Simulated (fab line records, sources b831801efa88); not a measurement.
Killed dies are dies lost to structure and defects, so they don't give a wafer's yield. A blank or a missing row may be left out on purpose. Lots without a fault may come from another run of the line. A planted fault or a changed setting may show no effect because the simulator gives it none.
Which tool did it? | flow gf180mcu | 15 lots, 45 wafers sampled, at 3 steps of a route of 602

WHAT THE GAUGES READ, wafer by wafer
GF_SALICIDE_THK_MEAS_05: measures by xrf. Usual: SALICIDE_TIN_THK 20.71 nm, standard deviation 0.28.
lot  | measured     | on            | SALICIDE_TIN_THK (nm) | flag
L632 | day 15 01:50 | film_metro-01 | 20.70 20.59 20.69     |
L634 | day 15 21:46 | film_metro-01 | 21.05 21.03 20.91     |
L635 | day 16 02:56 | film_metro-03 | 20.38 20.45 20.39     |
L636 | day 16 18:01 | film_metro-01 | 20.83 20.62 20.96     |
L637 | day 16 22:34 | film_metro-02 | 20.20 20.04 20.21     |
L638 | day 17 14:55 | film_metro-03 | 20.18 20.38 20.39     |
L639 | day 17 19:32 | film_metro-01 | 20.92 20.94 20.86     |
L640 | day 18 00:29 | film_metro-02 | 20.89 21.24 20.99     |
L641 | day 18 05:37 | film_metro-02 | 20.52 20.58 20.38     |
L645 | day 19 22:53 | film_metro-03 | 20.66 21.08 20.61     |
L646 | day 20 07:13 | film_metro-01 | 21.00 21.13 21.10     |
L648 | day 21 05:15 | film_metro-02 | 20.90 20.96 20.68     |
L652 | day 22 08:27 | film_metro-02 | 20.70 20.94 20.79     |
L653 | day 22 13:48 | film_metro-03 | 20.72 20.79 20.71     |
L655 | day 23 07:36 | film_metro-02 | 20.11 19.93 20.42     |

WHICH TOOL RAN EACH LOT (tool, then ch and the chambers of the sampled wafers, then the start)
lot  | GF_LVPWELL_COAT_02               | GF_LVPWELL_STRIP_10
L632 | litho_track-01 ch 0, day 3 14:59 | plasma_asher-02 ch 0,1, day 3 21:52
L634 | litho_track-01 ch 0, day 4 01:17 | plasma_asher-02 ch 0,1, day 4 08:25
L635 | litho_track-03 ch 0, day 4 05:53 | plasma_asher-01 ch 0,1, day 4 13:29
L636 | litho_track-04 ch 0, day 4 11:44 | plasma_asher-01 ch 0,1, day 4 19:09
L637 | litho_track-01 ch 0, day 4 16:56 | plasma_asher-01 ch 0,1, day 5 00:33
L638 | litho_track-01 ch 0, day 4 23:32 | plasma_asher-01 ch 0,1, day 5 07:19
L639 | litho_track-01 ch 0, day 5 03:41 | plasma_asher-01 ch 0,1, day 5 10:49
L640 | litho_track-01 ch 0, day 5 10:50 | plasma_asher-02 ch 0,1, day 5 18:36
L641 | litho_track-04 ch 0, day 5 15:14 | plasma_asher-02 ch 0,1, day 5 23:07
L645 | litho_track-01 ch 0, day 6 12:47 | plasma_asher-02 ch 0,1, day 6 20:50
L646 | litho_track-01 ch 0, day 6 17:54 | plasma_asher-02 ch 0,1, day 7 02:16
L648 | litho_track-01 ch 0, day 7 07:47 | plasma_asher-02 ch 0,1, day 7 15:57
L652 | litho_track-03 ch 0, day 8 03:35 | plasma_asher-04 ch 0,1, day 8 12:22
L653 | litho_track-04 ch 0, day 8 09:23 | plasma_asher-04 ch 0,1, day 8 18:28
L655 | litho_track-04 ch 0, day 8 21:41 | plasma_asher-02 ch 0,1, day 9 06:40
- GF_LVPWELL_COAT_02: resist thk 3000 nm.
- GF_LVPWELL_STRIP_10: strips in O2/N2.

WHAT THE TOOLS THEMSELVES READ (means of the sampled wafers that have a number; where no wafer has one, the mark that the record gives instead)
GF_LVPWELL_STRIP_10. Usual: drypump_motor_current_A 6.1 A, standard deviation 0.39; heater_power_w 364 W, standard deviation 33; oes_product_au 0.722 a.u., standard deviation 0.0045; strip_time_to_endpoint_s 36.90 s, standard deviation 0.11.
lot  | tool            | drypump_motor_current_A (A) | heater_power_w (W) | oes_product_au (a.u.) | strip_time_to_endpoint_s (s) | flag
L632 | plasma_asher-02 | 5.6                         | 397                | 0.720                 | 36.86                        |
L634 | plasma_asher-02 | 5.7                         | 397                | 0.726                 | 36.82                        |
L635 | plasma_asher-01 | 6.3                         | 330                | 0.725                 | 36.92                        |
L636 | plasma_asher-01 | 6.5                         | 331                | 0.722                 | 37.10                        |
L637 | plasma_asher-01 | 6.3                         | 327                | 0.720                 | 36.84                        |
L638 | plasma_asher-01 | 6.5                         | 333                | 0.723                 | 36.85                        |
L639 | plasma_asher-01 | 6.5                         | 331                | 0.723                 | 36.82                        |
L640 | plasma_asher-02 | 5.7                         | 407                | 0.720                 | 36.86                        |
L641 | plasma_asher-02 | 5.6                         | 400                | 0.722                 | 37.11                        |
L645 | plasma_asher-02 | 5.7                         | 406                | 0.713                 | 12.97                        | OFF
L646 | plasma_asher-02 | 5.7                         | 397                | 0.710                 | 12.98                        | OFF
L648 | plasma_asher-02 | 5.7                         | 402                | 0.721                 | 12.89                        | OFF
L652 | plasma_asher-04 | 6.5                         | 347                | 0.719                 | 37.05                        |
L653 | plasma_asher-04 | 6.5                         | 348                | 0.722                 | 36.85                        |
L655 | plasma_asher-02 | 5.7                         | 402                | 0.721                 | 36.87                        |

THE ANSWER, worked out from the rows above alone
Rule: a lot is off if the mean of its wafers that have a number lies more than 3 standard deviations from the usual mean. A lot without any number at a reading at which 4 lots or more have one is off too. The other lots that the step has rows for count as sound. The gauges are gone through in route order, then the tools' own readings, and for those a lot's mean is taken as printed above. The first step at which some lot is off is used, and at that step the reading that is off furthest; a lot without a number counts as furthest.
Off: L645, L646, L648, at GF_LVPWELL_STRIP_10 (strip_time_to_endpoint_s).
A tool fits if, at that step or a process step before it, it ran every lot that is off, and no sound lot after the first of them. One fits: litho_track-01 at GF_LVPWELL_COAT_02. Its last sound lot is L640 (day 5 10:50), its first lot that is off L645 (day 6 12:47): a fault that began between those two fits.

WHAT THE SIMULATOR HAD PUT IN
Process parameter drift: litho_track-01, from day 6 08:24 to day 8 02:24, at GF_LVPWELL_COAT_02. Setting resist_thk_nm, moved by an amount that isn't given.
Lots struck among those shown: L645, L646, L648. The rule above found the same.
